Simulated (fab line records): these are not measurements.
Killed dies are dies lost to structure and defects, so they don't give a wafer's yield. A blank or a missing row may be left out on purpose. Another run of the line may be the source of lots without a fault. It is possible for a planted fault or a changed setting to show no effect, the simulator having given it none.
A single fault, viewed from 2 desks	flow sky130	what lay behind the numbers comes last; until then each desk has only its own

## DESK OF THE TOOL OWNER: implanter-04
The tool's own readings at SKY_NWELL_IMPLANT_12, given as means over the sampled wafers that have a number, one for each lot that went through this tool. A lot is out of limits, marked OUT, if its mean lies more than 4 standard deviations from the usual mean; the brackets give that distance.
Columns: A = beamEnergyKeV at SKY_NWELL_IMPLANT_12, usual 120.00; B = endStationPressureTorr at SKY_NWELL_IMPLANT_12, usual 5.01e-06 Torr
lot	first seen here	A	B
L834	day 7 12:39	141.08 (+99 or more) OUT	4.77e-06
L835	day 7 17:05	141.12 (+99 or more) OUT	5.09e-06
L836	day 7 22:07	141.14 (+99 or more) OUT	5.21e-06
This desk finds L834, L835, L836 out of limits, L834 being first, at day 7 12:39 (beamEnergyKeV at SKY_NWELL_IMPLANT_12). In limits: none.

## METROLOGY DESK
Means of the sampled wafers that have a number, per lot and without regard to the tool the lot ran on: this is what the gauges read. A lot is out of limits, marked OUT, if its mean lies more than 4 standard deviations from the usual mean; the brackets give that distance.
Columns: A = PWDE_TW at SKY_PWDE_TW_MEAS_10, usual 372; B = NWELL_00_OVL at SKY_NWELL_OVL_MEAS_10, usual 0.0 nm
lot	first seen here	A	B
L825	day 4 12:41	376	-1.1
L827	day 5 00:17	371	-0.6
L834	day 6 17:03	375	2.2
L835	day 6 21:13	374	1.6
L836	day 7 01:52	371	0.8
L842	day 8 13:11	367	-0.4
L843	day 8 17:29	374	-0.7
Result from this desk: across the 7 lots, nothing is out of limits.

## BROUGHT TOGETHER
An alarm could have come from the tool owner's desk at day 7 12:39, on L834, L835, L836.
Nothing out of limits was seen by the metrology desk.
The metrology desk has L834, L835, L836 on record, within its limits.
The lots listed all ran SKY_NWELL_IMPLANT_12 on implanter-04.

## WHAT THE SIMULATOR HAD PUT IN
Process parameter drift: implanter-04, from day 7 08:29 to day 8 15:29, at SKY_NWELL_IMPLANT_12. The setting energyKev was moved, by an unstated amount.
Shown lots that were struck: L834, L835, L836.
Hours from the fault's start to each desk's first reading out of limits: the tool owner's desk, 4.
